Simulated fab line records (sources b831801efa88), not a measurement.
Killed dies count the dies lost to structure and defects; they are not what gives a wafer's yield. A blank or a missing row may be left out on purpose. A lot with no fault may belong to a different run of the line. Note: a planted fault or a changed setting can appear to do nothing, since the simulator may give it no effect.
fab line records + flow sfq-line
[record]
- lots = 15
- wafers = 45
- last-day = 100
route steps=325 shown M0@29
lots with no fault: from the same line, run without faults
start-h: the number of hours between the record's first day and the start of the first shown wafer of the lot + wait-h: time in hours since the lot's previous step + " as in the row above + L1.1+2: one row covering several wafers at once + - either no value or no given start + * or withheld: withheld + < > ~ a bound
route shown NAME@n: names a module that has steps shown in the file, with the first one's number in the route + usual: mean/standard deviation of fault-free wafers + same: alike in all rows + chamber/n: place in a boat + sites: the reading at each site + _std_site: how widely they spread, as a standard deviation + _edge_site: outer sites' mean less inner sites' + radius-mm: how far each site lies from the wafer's centre + mask NAME#n: copy n + behind: the last tool/chamber to shape the wafer + hold: what put the lot on hold/how long, in hours/how the hold closed + device: transistor that didn't switch, given as n, p or np + end of line: the tests these same wafers got at the end of their route + a step given without rows: its recipe and nothing more + killed: count of dies lost to structure and defects at first sort (not the wafer's yield) + map: the dies of a wafer, with x for killed, . for not killed, _ for no die there
set.NAME: setting as actually run; set.NAME@STEP: the setting as run at that earlier step + model.NAME: the simulator's own value behind a step, which no gauge read
the route's steps for a sample of lots (tables are steps, rows are wafers)
services: a tool's chamber out of use, with start hour (start-h, from the record's first day; less than 0 if before it), hours out, and reason
[[steps]]
[step SFQ_TRILAYER_M0_DEP_SPUTTER_019]
[recipe]
- material = Nb
- base-pressure-pa = 1.33e-06
- chamber-pressure-pa = 0.1333
- substrate-temp-c = 20
- resputter-cathode-voltage-v = 400
- target-thk-nm = 200
- power-w = 2000
- time-s = 133.3
[usual]
- throttle-valve-pct = 29.9/0.98
| lot.wafer | tool           | chamber | start-h | wait-h | throttle-valve-pct |
|-----------|----------------|---------|---------|--------|--------------------|
| L738.1    | pvd-sputter-05 | -       | 176.08  | 0.0    | 31.0               |
| L738.2    | "              | -       | "       | "      | 29.5               |
| L738.3    | "              | -       | "       | "      | 28.8               |
| L741.2    | pvd-sputter-05 | -       | 197.92  | 0.0    | 29.7               |
| L741.3    | "              | -       | "       | "      | 28.8               |
| L741.6    | "              | -       | "       | "      | 31.4               |
| L742.2    | pvd-sputter-04 | -       | 207.53  | 0.0    | 28.5               |
| L742.4    | "              | -       | "       | "      | 30.5               |
| L742.6    | "              | -       | "       | "      | 29.4               |
| L744.1    | pvd-sputter-04 | -       | 230.49  | 0.0    | 28.5               |
| L744.4    | "              | -       | "       | "      | 30.3               |
| L744.5    | "              | -       | "       | "      | 29.6               |
| L746.1    | pvd-sputter-04 | -       | 241.12  | 0.0    | 30.3               |
| L746.2    | "              | -       | "       | "      | 29.2               |
| L746.4    | "              | -       | "       | "      | 28.5               |
| L748.1    | pvd-sputter-03 | -       | 254.32  | 0.0    | 30.2               |
| L748.3    | "              | -       | "       | "      | 29.5               |
| L748.5    | "              | -       | "       | "      | 30.5               |
| L749.3    | pvd-sputter-05 | -       | 260.32  | 0.0    | 31.1               |
| L749.4    | "              | -       | "       | "      | 31.2               |
| L749.6    | "              | -       | "       | "      | 28.9               |
| L750.1    | pvd-sputter-05 | -       | 265.21  | 0.0    | 31.2               |
| L750.3    | "              | -       | "       | "      | 29.4               |
| L750.5    | "              | -       | "       | "      | 28.9               |
| L751.1    | pvd-sputter-05 | -       | 270.03  | 0.0    | 29.5               |
| L751.5    | "              | -       | "       | "      | 31.2               |
| L751.6    | "              | -       | "       | "      | 31.0               |
| L752.1    | pvd-sputter-05 | -       | 277.21  | 0.0    | 28.7               |
| L752.2    | "              | -       | "       | "      | 31.1               |
| L752.5    | "              | -       | "       | "      | 29.4               |
| L753.2    | pvd-sputter-03 | -       | 287.18  | 0.0    | 30.7               |
| L753.3    | "              | -       | "       | "      | 29.7               |
| L753.4    | "              | -       | "       | "      | 30.1               |
| L756.3    | pvd-sputter-03 | -       | 313.69  | 0.0    | 30.1               |
| L756.5    | "              | -       | "       | "      | 30.3               |
| L756.6    | "              | -       | "       | "      | 30.6               |
| L758.3    | pvd-sputter-04 | -       | 328.89  | 0.0    | 29.3               |
| L758.4    | "              | -       | "       | "      | 29.1               |
| L758.6    | "              | -       | "       | "      | 28.7               |
| L760.1    | pvd-sputter-05 | -       | 348.63  | 0.0    | 30.8               |
| L760.4    | "              | -       | "       | "      | 28.7               |
| L760.5    | "              | -       | "       | "      | 31.3               |
| L761.1    | pvd-sputter-04 | -       | 351.87  | 0.0    | 28.3               |
| L761.3    | "              | -       | "       | "      | 29.1               |
| L761.6    | "              | -       | "       | "      | 28.6               |
[step SFQ_M0_RS_MEAS_904]
[recipe]
- thk-meas-gauge = four-point-probe
- reads = Nb_of_TRILAYER_M0_DEP_SPUTTER_019
[usual]
- M0_NB_RS = 0.887/0.011
| lot.wafer | tool          | chamber | start-h | wait-h | hold                     | M0_NB_RS[ohm/sq] |
|-----------|---------------|---------|---------|--------|--------------------------|------------------|
| L738.1    | film-metro-02 | -       | 176.17  | 0.0    | -                        | 0.892            |
| L738.2    | "             | -       | "       | "      | -                        | 0.883            |
| L738.3    | "             | -       | "       | "      | -                        | 0.893            |
| L741.2    | film-metro-01 | -       | 198.03  | 0.1    | -                        | 0.871            |
| L741.3    | "             | -       | "       | "      | -                        | 0.885            |
| L741.6    | "             | -       | "       | "      | -                        | 0.889            |
| L742.2    | film-metro-01 | -       | 207.64  | 0.1    | -                        | 0.887            |
| L742.4    | "             | -       | "       | "      | -                        | 0.883            |
| L742.6    | "             | -       | "       | "      | -                        | 0.877            |
| L744.1    | film-metro-02 | -       | 230.58  | 0.0    | -                        | 0.878            |
| L744.4    | "             | -       | "       | "      | -                        | 0.872            |
| L744.5    | "             | -       | "       | "      | -                        | 0.871            |
| L746.1    | film-metro-04 | -       | 241.21  | 0.0    | -                        | 0.898            |
| L746.2    | "             | -       | "       | "      | -                        | 0.895            |
| L746.4    | "             | -       | "       | "      | -                        | 0.897            |
| L748.1    | film-metro-04 | -       | 254.41  | 0.0    | -                        | 0.906            |
| L748.3    | "             | -       | "       | "      | -                        | 0.908            |
| L748.5    | "             | -       | "       | "      | -                        | 0.905            |
| L749.3    | film-metro-02 | -       | 260.45  | 0.1    | -                        | 0.881            |
| L749.4    | "             | -       | "       | "      | -                        | 0.887            |
| L749.6    | "             | -       | "       | "      | -                        | 0.892            |
| L750.1    | film-metro-02 | -       | 265.30  | 0.0    | await-dispo/0.2h/release | 0.479            |
| L750.3    | "             | -       | "       | "      | await-dispo/0.2h/release | 0.476            |
| L750.5    | "             | -       | "       | "      | await-dispo/0.2h/release | 0.482            |
| L750.1    | film-metro-02 | -       | 265.59  | 0.3    | -                        | 0.478            |
| L750.3    | "             | -       | "       | "      | -                        | 0.476            |
| L750.5    | "             | -       | "       | "      | -                        | 0.483            |
| L751.1    | film-metro-02 | -       | 270.12  | 0.0    | await-dispo/0.2h/release | 0.474            |
| L751.5    | "             | -       | "       | "      | await-dispo/0.2h/release | 0.479            |
| L751.6    | "             | -       | "       | "      | await-dispo/0.2h/release | 0.478            |
| L751.1    | film-metro-02 | -       | 270.40  | 0.3    | -                        | 0.475            |
| L751.5    | "             | -       | "       | "      | -                        | 0.478            |
| L751.6    | "             | -       | "       | "      | -                        | 0.478            |
| L752.1    | film-metro-01 | -       | 277.30  | 0.0    | await-dispo/0.2h/release | 0.486            |
| L752.2    | "             | -       | "       | "      | await-dispo/0.2h/release | 0.482            |
| L752.5    | "             | -       | "       | "      | await-dispo/0.2h/release | 0.481            |
| L752.1    | film-metro-01 | -       | 277.59  | 0.3    | -                        | 0.487            |
| L752.2    | "             | -       | "       | "      | -                        | 0.483            |
| L752.5    | "             | -       | "       | "      | -                        | 0.481            |
| L753.2    | film-metro-01 | -       | 287.29  | 0.1    | -                        | 0.889            |
| L753.3    | "             | -       | "       | "      | -                        | 0.888            |
| L753.4    | "             | -       | "       | "      | -                        | 0.881            |
| L756.3    | film-metro-04 | -       | 313.82  | 0.1    | -                        | 0.887            |
| L756.5    | "             | -       | "       | "      | -                        | 0.890            |
| L756.6    | "             | -       | "       | "      | -                        | 0.908            |
| L758.3    | film-metro-01 | -       | 329.02  | 0.1    | -                        | 0.873            |
| L758.4    | "             | -       | "       | "      | -                        | 0.882            |
| L758.6    | "             | -       | "       | "      | -                        | 0.871            |
| L760.1    | film-metro-04 | -       | 348.72  | 0.0    | -                        | 0.888            |
| L760.4    | "             | -       | "       | "      | -                        | 0.890            |
| L760.5    | "             | -       | "       | "      | -                        | 0.897            |
| L761.1    | film-metro-02 | -       | 351.96  | 0.0    | -                        | 0.887            |
| L761.3    | "             | -       | "       | "      | -                        | 0.869            |
| L761.6    | "             | -       | "       | "      | -                        | 0.888            |
[[services]]
| tool           | chamber | start-h | hours | kind                   |
|----------------|---------|---------|-------|------------------------|
| pvd-sputter-03 | -       | 176.96  | 1.7   | repair                 |
| pvd-sputter-04 | -       | 218.74  | 0.6   | repair                 |
| pvd-sputter-05 | -       | 219.26  | 3.5   | repair                 |
| pvd-sputter-05 | -       | 251.02  | 7.4   | repair                 |
| pvd-sputter-04 | -       | 272.11  | 8.0   | repair                 |
| pvd-sputter-03 | -       | 275.37  | 4.1   | repair                 |
| pvd-sputter-04 | -       | 278.47  | 3.8   | repair                 |
| pvd-sputter-03 | -       | 310.11  | 1.7   | repair                 |
| pvd-sputter-03 | -       | 334.29  | 32.6  | repair                 |
| pvd-sputter-04 | -       | 345.71  | 0.7   | repair                 |
| pvd-sputter-04 | 3       | 351.37  | -     | consumable-replace:kit |
| pvd-sputter-04 | 3       | 351.37  | 18.0  | scheduled-down         |
| pvd-sputter-04 | 3       | 351.37  | 18.0  | vent-cycle             |
[[key]]
[first-sign]
- step = SFQ_M0_RS_MEAS_904
- reading = visit
- direction = added
[effect]
- step = SFQ_M0_RS_MEAS_904
- reading = M0_NB_RS
- direction = down
- sigmas = 38
- usual = 0.887
- struck = 0.480
met-at SFQ_TRILAYER_M0_DEP_SPUTTER_019
struck-lots L750,L751,L752
scrapped-behind SFQ_M0_RS_MEAS_904 L750.1,L750.3,L750.5,L751.1,L751.5,L751.6,L752.1,L752.2,L752.5
onset-between 260.32 265.21
[fault]
- kind = process-parameter-drift
- tool = pvd-sputter-05
- chamber = -
- onset-h = 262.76
- steps = SFQ_TRILAYER_M0_DEP_SPUTTER_019
- channel = target-thk-nm
- offset = 169
- shape = step
- end-h = 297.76
- acts-in = these-recipes-only
- stated = 200
